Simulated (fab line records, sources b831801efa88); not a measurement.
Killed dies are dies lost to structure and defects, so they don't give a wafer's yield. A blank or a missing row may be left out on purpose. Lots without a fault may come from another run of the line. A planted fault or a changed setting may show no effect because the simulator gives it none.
fab line records | flow sky130
record lots=6 wafers=18 last_day=50
route steps=708 shown CONTACT@418 METAL1@434 PAD_OPEN@708
lots that met no fault: from a run of the same line without faults
start_h: hours from the record's first day to the start of the lot's first wafer shown | wait_h: hours since the lot's step before | " the same as in the row above | L1.1+2: a row that stands for several wafers | - no value, or no start given | * or withheld: withheld | < > ~ a bound
route shown NAME@n: a module of which the file shows steps, and the number in the route of the first | usual: mean/standard deviation of fault-free wafers | same: alike in all rows | chamber/n: place in a boat | sites: the reading at each site | _std_site: their standard deviation | _edge_site: outer sites' mean less inner sites' | radius_mm: how far each site lies from the wafer's centre | mask NAME#n: copy n | behind: the tool/chamber that last shaped the wafer | hold: why the lot was held/for how many hours/how that ended | device: the transistor (n, p or np) that didn't switch | end of line: the same wafers' tests at the end of the route | a step without rows: its recipe alone | killed: dies lost to structure and defects at the first sort, not the wafer's yield | map: a wafer's dies, x killed, . not, _ none there
set.NAME: the setting as run; set.NAME@STEP: as run at that earlier step | model.NAME: the simulator's own value behind a step, which no gauge read
lots at some steps of the route; a table a step, a row a wafer
services: from which hour (start_h, from the record's first day; less than 0 if before it) a tool's chamber was out of use, for how many hours, and why
## steps
# step SKY_CONTACT_PEB_12
# recipe peb_temp_c=withheld peb_time_s=withheld resist=KrF-thick
# step SKY_CONTACT_DEVELOP_13
# recipe develop_time_s=60 resist=KrF-thick dev_temp_c=21
# step SKY_CONTACT_CD_MEAS_14
# recipe target_cd_nm=170
# usual cd_nm=170.1/1.4
# columns lot.wafer tool chamber start_h wait_h cd_nm
L244.1 cd_sem-02 - 742.36 - 168.1
L244.5 " - " " 168.6
L244.6 " - " " 168.0
L248.1 cd_sem-01 - 784.06 - 168.0
L248.2 " - " " 169.0
L248.4 " - " " 169.3
L253.2 cd_sem-02 - 824.43 - 169.0
L253.4 " - " " 167.6
L253.6 " - " " 167.9
L255.2 cd_sem-01 - 838.48 - 169.7
L255.3 " - " " 168.2
L255.6 " - " " 170.2
L261.1 cd_sem-01 - 882.11 - 169.8
L261.3 " - " " 169.5
L261.5 " - " " 170.2
L267.3 cd_sem-02 - 918.37 - 169.2
L267.4 " - " " 171.3
L267.5 " - " " 170.7
# step SKY_CONTACT_OVL_MEAS_15
# usual CONTACT_OVL=-1/5.4
# columns lot.wafer tool chamber start_h wait_h CONTACT_OVL[nm]
L244.1 overlay-01 - 742.48 0.1 -8
L244.5 " - " " -7
L244.6 " - " " -3
L248.1 overlay-02 - 784.18 0.1 5
L248.2 " - " " -8
L248.4 " - " " -6
L253.2 overlay-02 - 824.53 0.1 1
L253.4 " - " " 6
L253.6 " - " " 1
L255.2 overlay-01 - 838.59 0.1 -11
L255.3 " - " " -4
L255.6 " - " " -11
L261.1 overlay-02 - 882.23 0.1 6
L261.3 " - " " 15
L261.5 " - " " 12
L267.3 overlay-02 - 918.47 0.1 4
L267.4 " - " " -2
L267.5 " - " " 3
# step SKY_CONTACT_ETCH_16
# recipe chemistry=N2/H2 target=BARC ion_energy_ev=200 source_w=500 bias_w=100 pressure_mtorr=30 n2_flow_sccm=100 h2_flow_sccm=200 stop_on=SiO2 time_s=45.9 target_depth_a=600
# usual drypump_motor_current_A=5.5/0.47 h2_flow_sccm=199.9/0.61 oes_product_au=0.856/0.0053 throttle_valve_pct=13.224/0.0094
# columns lot.wafer tool chamber start_h wait_h drypump_motor_current_A h2_flow_sccm oes_product_au rf_hours_counter_h throttle_valve_pct
L244.1 rie_diel-02 3 742.52 0.0 5.9 200.4 0.857 18 13.220
L244.5 " 1 " " 5.5 200.5 0.863 - 13.224
L244.6 " 2 " " 5.5 199.9 0.854 - 13.214
L248.1 rie_diel-03 1 784.22 0.0 6.0 199.1 0.859 3 13.220
L248.2 " 2 " " 4.8 199.5 0.849 14 13.235
L248.4 " 0 " " 6.0 201.3 0.863 1 13.227
L253.2 rie_diel-03 2 824.56 0.0 4.8 199.3 0.868 15 13.226
L253.4 " 0 " " 6.0 199.6 0.856 2 13.220
L253.6 " 1 " " 6.0 199.9 0.852 - 13.234
L255.2 rie_diel-04 2 838.62 0.0 6.0 200.2 0.848 16 13.237
L255.3 " 0 " " 5.3 200.4 0.852 10 13.231
L255.6 " 2 " " 5.9 200.2 0.863 - 13.223
L261.1 rie_diel-03 0 882.27 0.0 6.0 199.8 0.851 4 13.216
L261.3 " 1 " " 6.0 200.2 0.854 6 13.221
L261.5 " 0 " " 6.0 201.1 0.852 - 13.241
L267.3 rie_diel-04 0 918.49 0.0 5.2 200.5 0.855 14 13.234
L267.4 " 1 " " 4.9 199.8 0.851 21 13.213
L267.5 " 3 " " 4.9 199.4 0.855 - 13.207
# step SKY_CONTACT_ETCH_17
# recipe target=SiO2 chemistry=C4F8/O2/Ar stop_on=Si3N4 mask_material=KrF-thick source_w=1500 bias_w=1200 pressure_mtorr=40 c4f8_flow_sccm=withheld O2_flow_sccm=6 Ar_flow_sccm=300 time_s=withheld target_depth_a=3400
# usual oes_product_au=0.891/0.0045
# columns lot.wafer tool chamber start_h wait_h oes_product_au
L244.1 rie_diel-02 3 742.56 0.0 0.892
L244.5 " 1 " " 0.899
L244.6 " 2 " " 0.888
L248.1 rie_diel-03 1 784.26 0.0 0.897
L248.2 " 2 " " 0.894
L248.4 " 0 " " 0.887
L253.2 rie_diel-03 2 824.61 0.0 0.891
L253.4 " 0 " " 0.898
L253.6 " 1 " " 0.894
L255.2 rie_diel-04 2 838.66 0.0 0.887
L255.3 " 0 " " 0.895
L255.6 " 2 " " 0.895
L261.1 rie_diel-03 0 882.31 0.0 0.890
L261.3 " 1 " " 0.889
L261.5 " 0 " " 0.893
L267.3 rie_diel-04 0 918.53 0.0 0.896
L267.4 " 1 " " 0.884
L267.5 " 3 " " 0.893
# step SKY_CONTACT_ETCH_18
# recipe target=Si3N4 chemistry=CHF3/O2 stop_on=TiN source_w=600 bias_w=200 pressure_mtorr=40 chf3_flow_sccm=50 O2_flow_sccm=5 time_s=39 target_depth_a=750
# step SKY_CONTACT_STRIP_19
# recipe chemistry=O2/N2 power_w=1400 pressure_mtorr=1500 platen_temp_c=withheld o2_flow_sccm=3000 n2_flow_sccm=300 overash_fraction=0.5
# usual drypump_motor_current_A=5.5/0.37 oes_product_au=0.381/0.0042 strip_time_to_endpoint_s=3.628/0.026
# columns lot.wafer tool chamber start_h wait_h drypump_motor_current_A oes_product_au rf_hours_counter_h strip_time_to_endpoint_s
L244.1 plasma_asher-01 0 742.65 - 5.0 0.377 31 3.597
L244.5 " 0 " " 5.0 0.383 - 3.626
L244.6 " 1 " " 6.1 0.376 - 3.630
L248.1 plasma_asher-02 0 784.35 - 5.3 0.384 67 3.608
L248.2 " 1 " " 5.7 0.385 67 3.615
L248.4 " 0 " " 5.3 0.380 - 3.618
L253.2 plasma_asher-02 1 824.70 - 5.7 0.387 71 3.654
L253.4 " 0 " " 5.3 0.382 - 3.692
L253.6 " 0 " " 5.3 0.390 - 3.667
L255.2 plasma_asher-02 1 838.75 - 5.7 0.387 73 3.643
L255.3 " 0 " " 5.3 0.382 - 3.644
L255.6 " 0 " " 5.3 0.379 - 3.622
L261.1 plasma_asher-01 0 882.40 - 5.0 0.373 45 3.625
L261.3 " 1 " " 6.1 0.379 - 3.648
L261.5 " 1 " " 6.1 0.377 - 3.616
L267.3 plasma_asher-03 1 918.65 - 5.8 0.382 - 3.640
L267.4 " 0 " " 5.5 0.375 - 3.650
L267.5 " 0 " " 5.5 0.377 - 3.653
# step SKY_CONTACT_STRIP_20
# recipe chemistry=post_etch_residue_remover time_s=1200 temp_c=72.5
# step SKY_CONTACT_CLEAN_21
# recipe chemistry=IPA time_s=180 temp_c=25
# step SKY_CONTACT_CLEAN_22
# recipe chemistry=O3/DIW dry=n2_spin
# step SKY_CONTACT_SPUTTER_23
# recipe material=TiN target_thk_nm=20 chamber_pressure_pa=5 power_w=4000 time_s=80
# usual throttle_valve_pct=30.5/1.1
# columns lot.wafer tool chamber start_h wait_h throttle_valve_pct
L244.1 pvd_sputter-02 - 743.42 0.0 30.6
L244.5 " - " " 28.6
L244.6 " - " " 30.3
L248.1 pvd_sputter-01 - 784.95 0.0 29.9
L248.2 " - " " 30.9
L248.4 " - " " 30.7
L253.2 pvd_sputter-04 - 825.33 0.0 30.3
L253.4 " - " " 30.8
L253.6 " - " " 29.0
L255.2 pvd_sputter-01 - 839.35 0.0 30.9
L255.3 " - " " 30.6
L255.6 " - " " 31.1
L261.1 pvd_sputter-04 - 882.99 0.0 29.0
L261.3 " - " " 31.0
L261.5 " - " " 28.9
L267.3 pvd_sputter-01 - 919.25 0.0 31.1
L267.4 " - " " 30.5
L267.5 " - " " 29.7
# step SKY_CONTACT_CVD_24
# recipe material=W target_thk_nm=340 time_s=102.12 temp_c=400 pressure_torr=40
# usual heater_power_w=883/69
# columns lot.wafer tool chamber start_h wait_h heater_power_w model.W_of_CONTACT_CVD_24.thk_nm
L244.1 cvd_w-02 0 743.48 0.0 746 336.6
L244.5 " 1 " " 897 339.2
L244.6 " 0 " " 759 337.7
L248.1 cvd_w-01 1 785.01 0.0 900 350.9
L248.2 " 0 " " 934 348.9
L248.4 " 0 " " 966 347.3
L253.2 cvd_w-02 1 825.39 0.0 857 340.3
L253.4 " 1 " " 886 253.7
L253.6 " 1 " " 883 255.8
L255.2 cvd_w-02 0 839.41 0.0 773 338.1
L255.3 " 0 " " 768 336.6
L255.6 " 1 " " 881 256.8
L261.1 cvd_w-01 1 883.05 0.0 916 338.9
L261.3 " 0 " " 952 345.5
L261.5 " 1 " " 908 342.2
L267.3 cvd_w-02 0 919.35 0.1 771 340.5
L267.4 " 1 " " 875 343.9
L267.5 " 0 " " 771 346.6
# step SKY_CONTACT_RS_MEAS_25
# recipe thk_meas_gauge=four-point-probe reads=W_of_CONTACT_CVD_24+TiN_of_CONTACT_SPUTTER_23
# usual CONTACT_W_RS=0.337/0.0033
# columns lot.wafer tool chamber start_h wait_h hold CONTACT_W_RS[ohm/sq]
L244.1 film_metro-04 - 743.60 0.1 - 0.340
L244.5 " - " " - 0.338
L244.6 " - " " - 0.340
L248.1 film_metro-01 - 785.12 0.1 - 0.327
L248.2 " - " " - 0.329
L248.4 " - " " - 0.330
L253.2 film_metro-03 - 825.52 0.1 await_dispo/0.2h/release 0.338
L253.4 " - " " await_dispo/0.2h/release 0.456
L253.6 " - " " await_dispo/0.2h/release 0.451
L253.2 film_metro-03 - 825.80 0.3 - 0.337
L253.4 " - " " - 0.456
L253.6 " - " " - 0.451
L255.2 film_metro-03 - 839.54 0.1 await_dispo/0.2h/release 0.340
L255.3 " - " " await_dispo/0.2h/release 0.342
L255.6 " - " " await_dispo/0.2h/release 0.450
L255.2 film_metro-03 - 839.83 0.3 - 0.339
L255.3 " - " " - 0.342
L255.6 " - " " - 0.450
L261.1 film_metro-04 - 883.16 0.1 - 0.338
L261.3 " - " " - 0.331
L261.5 " - " " - 0.335
L267.3 film_metro-01 - 919.46 0.1 - 0.337
L267.4 " - " " - 0.333
L267.5 " - " " - 0.331
# step SKY_CONTACT_THK_MEAS_26
# recipe thk_meas_gauge=xrf reads=W_of_CONTACT_CVD_24
# usual CONTACT_W_THK=337/5.2
# columns lot.wafer tool chamber start_h wait_h hold CONTACT_W_THK[nm]
L244.1 film_metro-04 - 743.72 0.1 - 332
L244.5 " - " " - 333
L244.6 " - " " - 332
L248.1 film_metro-01 - 785.24 0.1 - 346
L248.2 " - " " - 347
L248.4 " - " " - 345
L253.2 film_metro-03 - 827.09 1.3 await_dispo/0.2h/release 337
L253.4 " - " " await_dispo/0.2h/release 252
L253.6 " - " " await_dispo/0.2h/release 254
L253.2 film_metro-03 - 827.33 0.2 - 338
L253.4 " - " " - 253
L253.6 " - " " - 254
L255.2 film_metro-03 - 841.69 1.8 await_dispo/0.2h/release 337
L255.3 " - " " await_dispo/0.2h/release 336
L255.6 " - " " await_dispo/0.2h/release 257
L255.2 film_metro-03 - 841.93 0.2 - 339
L255.3 " - " " - 335
L255.6 " - " " - 255
L261.1 film_metro-04 - 883.28 0.1 - 332
L261.3 " - " " - 339
L261.5 " - " " - 337
L267.3 film_metro-01 - 919.56 0.1 - 338
L267.4 " - " " - 340
L267.5 " - " " - 343
# step SKY_CONTACT_CMP_27
# recipe stop_on=SiO2 t_overpolish_s=15 down_force_psi=3.5 platen_rpm=60 target_thk_nm=0 pad_velocity_m_s=0.94248
# usual motor_current_A=10.6/1.3 slurry_filter_dp_kPa=13.51/0.13 time_to_endpoint_s=81.4/2.4
# columns lot.wafer tool chamber start_h wait_h hold motor_current_A slurry_filter_dp_kPa time_to_endpoint_s
L244.1 cmp-02 3 743.93 0.2 - 10.8 13.54 79.6
L244.6 " 0 " " - 11.0 13.56 83.6
L244.5 " 1 " " - 10.4 13.70 80.1
L248.4 cmp-01 3 785.30 0.0 - 9.2 13.62 81.4
L248.1 " 0 " " - 11.1 13.67 82.4
L248.2 " 1 " " - 9.0 13.49 83.6
L253.2 cmp-02 0 834.44 7.1 await_dispo/6.5h/release 11.1 13.40 83.7
L253.4 " 1 " " await_dispo/6.5h/release 9.9 13.59 57.0
L253.6 " 3 " " await_dispo/6.5h/release 11.0 13.33 57.2
L255.2 cmp-02 0 844.80 2.9 await_dispo/2.5h/release 10.9 13.60 80.5
L255.3 " 1 " " await_dispo/2.5h/release 9.7 13.31 81.7
L255.6 " 3 " " await_dispo/2.5h/release 11.1 13.65 61.4
L261.3 cmp-02 1 883.34 0.0 - 10.1 13.59 83.0
L261.1 " 3 " " - 11.7 13.51 83.0
L261.5 " 1 " " - 10.5 13.49 84.5
L267.3 cmp-01 1 919.65 0.1 - 9.1 13.63 75.7
L267.4 " 3 " " - 9.3 13.50 81.5
L267.5 " 0 " " - 11.1 13.43 79.4
# step SKY_METAL1_SPUTTER_00
# recipe material=Ti target_thk_nm=15 power_w=3000 time_s=10 chamber_pressure_pa=0.4
# usual throttle_valve_pct=30.6/1.3
# columns lot.wafer tool chamber start_h wait_h throttle_valve_pct
L244.1 pvd_sputter-01 - 744.08 0.1 31.1
L244.5 " - " " 29.9
L244.6 " - " " 31.0
L248.1 pvd_sputter-02 - 785.60 0.2 30.5
L248.2 " - " " 28.6
L248.4 " - " " 31.7
L253.2 pvd_sputter-01 - 834.64 0.1 29.9
L253.4 " - " " 30.9
L253.6 " - " " 31.3
L255.2 pvd_sputter-03 - 845.00 0.1 28.9
L255.3 " - " " 30.5
L255.6 " - " " 29.1
L261.1 pvd_sputter-01 - 883.64 0.1 29.7
L261.3 " - " " 31.0
L261.5 " - " " 30.8
L267.3 pvd_sputter-03 - 919.90 0.2 30.8
L267.4 " - " " 30.8
L267.5 " - " " 31.0
# step SKY_PAD_OPEN_PROBE_99
# usual killed_at_M0_to_M3=43/7.1 killed_at_M4_up=3.2/1.9 killed_at_contacts=23/5.1 killed_at_front_end=15/4.5 killed_at_other=0.4/0.65 killed_dies=85/9.4 killed_open=47/6.8 killed_short=38/6.1
# same gross_dies=492 killed_at_back_side=0
# columns lot.wafer tool chamber start_h wait_h killed_at_M0_to_M3 killed_at_M4_up killed_at_contacts killed_at_front_end killed_at_other killed_dies killed_open killed_short
L248.1 prober-02 - 1115.78 0.1 34 1 35 13 0 83 46 34
L248.2 prober-02 - 1115.83 0.1 52 1 20 14 0 87 50 33
L248.4 prober-02 - 1115.93 0.2 45 7 23 18 0 93 61 31
L253.2 prober-01 - 1146.39 0.1 42 2 25 15 0 84 43 41
L253.4 prober-01 - 1146.49 0.2 49 1 24 20 0 94 54 40
L261.1 prober-01 - 1184.29 0.1 36 1 27 25 0 89 46 43
L261.3 prober-01 - 1184.39 0.2 43 3 19 9 0 74 33 41
L261.5 prober-01 - 1184.49 0.2 42 1 25 14 1 83 49 34
L267.3 prober-02 - 1206.13 0.2 35 4 31 13 1 84 39 44
L267.4 prober-02 - 1206.18 0.2 47 4 24 13 0 88 45 43
L267.5 prober-02 - 1206.23 0.2 34 1 18 24 0 77 41 36
# killed by level:class
L248.1 LI_CONTACT:geometric_particle:open=11 CONTACT:geometric_particle:open=10 VIA3:geometric_particle:open=6 LI_CONTACT:geometric_particle:short=5 CONTACT:geometric_particle:short=5 VIA1:geometric_particle:short=5 METAL2:geometric_particle:short=5 POLY_GATE:geometric_particle:open=4
L248.2 VIA1:geometric_particle:open=14 METAL2:geometric_particle:short=8 CONTACT:geometric_particle:open=8 POLY_GATE:geometric_particle:open=6 LI_CONTACT:geometric_particle:open=5 VIA3:geometric_particle:open=5 VIA2:geometric_particle:open=4 VIA1:geometric_particle:short=4
L248.4 VIA1:geometric_particle:open=11 VIA2:geometric_particle:open=10 CONTACT:geometric_particle:open=9 VIA3:geometric_particle:open=7 LI_CONTACT:geometric_particle:open=6 VIA1:geometric_particle:short=6 FIELD_ISO:geometric_particle:open=5 POLY_GATE:geometric_particle:short=4
L253.2 CONTACT:geometric_particle:open=8 METAL2:geometric_particle:short=8 VIA1:geometric_particle:open=8 VIA3:geometric_particle:open=8 VIA1:geometric_particle:short=7 LI_CONTACT:geometric_particle:open=6 CONTACT:geometric_particle:short=5 VIA2:geometric_particle:open=4
L253.4 VIA1:geometric_particle:open=15 LI_CONTACT:geometric_particle:open=10 VIA2:geometric_particle:open=8 FIELD_ISO:geometric_particle:short=6 CONTACT:geometric_particle:open=6 METAL1:geometric_particle:short=6 CONTACT:geometric_particle:short=5 VIA2:geometric_particle:short=5
L261.1 POLY_GATE:geometric_particle:open=8 METAL2:geometric_particle:short=8 LI_CONTACT:geometric_particle:open=7 CONTACT:geometric_particle:open=7 VIA2:geometric_particle:open=6 CONTACT:geometric_particle:short=6 FIELD_ISO:geometric_particle:open=5 VIA1:geometric_particle:open=5
L261.3 VIA2:geometric_particle:open=10 METAL1:geometric_particle:short=8 VIA1:geometric_particle:open=7 VIA2:geometric_particle:short=6 METAL2:geometric_particle:short=5 CONTACT:geometric_particle:short=4 LI_CONTACT:geometric_particle:short=4 LI_CONTACT:geometric_particle:open=4
L261.5 VIA1:geometric_particle:open=10 CONTACT:geometric_particle:open=10 VIA3:geometric_particle:open=9 LI_CONTACT:geometric_particle:open=6 CONTACT:geometric_particle:short=6 METAL1:geometric_particle:short=6 VIA2:geometric_particle:open=5 FIELD_ISO:geometric_particle:open=4
L267.3 CONTACT:geometric_particle:open=14 FIELD_ISO:geometric_particle:short=7 METAL1:geometric_particle:short=6 VIA1:geometric_particle:open=6 CONTACT:geometric_particle:short=5 VIA1:geometric_particle:short=5 FIELD_ISO:geometric_particle:open=4 LI_CONTACT:geometric_particle:short=4
L267.4 VIA1:geometric_particle:open=10 LI_CONTACT:geometric_particle:open=9 VIA3:geometric_particle:open=7 CONTACT:geometric_particle:open=6 METAL1:geometric_particle:short=6 VIA1:geometric_particle:short=6 METAL2:geometric_particle:short=6 CONTACT:geometric_particle:short=5
L267.5 FIELD_ISO:geometric_particle:short=10 VIA3:geometric_particle:open=7 FIELD_ISO:geometric_particle:open=6 LI_CONTACT:geometric_particle:open=6 CONTACT:geometric_particle:short=5 VIA1:geometric_particle:open=5 POLY_GATE:geometric_particle:open=4 CONTACT:geometric_particle:open=4
## services
# columns tool chamber start_h hours kind
rie_diel-02 0 722.69 4.5 repair
cmp-02 - 724.67 7.1 repair
cvd_w-02 - 726.53 1.1 repair
cmp-02 - 731.78 4.5 pm
cmp-01 - 744.16 4.0 pm
cmp-02 - 745.83 0.5 repair
rie_diel-04 - 748.30 14.6 pm
cmp-01 - 754.12 1.3 repair
rie_diel-02 3 767.00 10.1 repair
cvd_w-01 - 767.74 6.9 pm
pvd_sputter-03 - 771.73 4.0 repair
pvd_sputter-01 - 779.61 4.9 repair
cmp-01 - 791.95 5.6 pm
pvd_sputter-03 - 802.24 6.7 repair
cmp-02 - 803.27 0.6 repair
rie_diel-04 2 807.28 5.3 repair
rie_diel-02 1 833.46 2.8 repair
plasma_asher-02 - 855.73 1.6 repair
plasma_asher-02 - 867.66 14.6 pm
rie_diel-04 1 870.65 10.5 repair
cmp-02 - 882.07 0.6 repair
rie_diel-03 3 910.74 1.9 repair
plasma_asher-02 - 911.57 11.8 repair
cmp-02 - 912.62 4.0 pm
## key
first_sign step=SKY_CONTACT_RS_MEAS_25 reading=visit direction=added
effect step=SKY_CONTACT_RS_MEAS_25 reading=CONTACT_W_RS direction=up sigmas=35 usual=0.337 struck=0.452
effect step=SKY_CONTACT_THK_MEAS_26 reading=visit direction=added
effect step=SKY_CONTACT_THK_MEAS_26 reading=CONTACT_W_THK direction=down sigmas=16 usual=337 struck=254
effect step=SKY_CONTACT_CMP_27 reading=time_to_endpoint_s direction=down sigmas=9.7 usual=* struck=*
model_effect step=SKY_CONTACT_CVD_24 value=W_of_CONTACT_CVD_24.thk_nm without=338.2 struck=255.4
met_at SKY_CONTACT_CVD_24
struck_wafers L253.4,L253.6,L255.6
tester_left_out L253,L255
onset_between 743.48 825.39
fault kind=process_parameter_drift tool=cvd_w-02 chamber=- onset_h=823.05 steps=SKY_CONTACT_CVD_24 channel=target_thk_nm offset=-83.049 shape=step end_h=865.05 scope=struck_wafers_only acts_in=these_recipes_only stated=340
# tester_left_out: of these lots the tester's yield and bins aren't shown, on N5 and GAA mostly nor the transistor test; their killed dies are dies lost to structure and defects alone, not to doping, threshold or leakage, so they don't give the yield
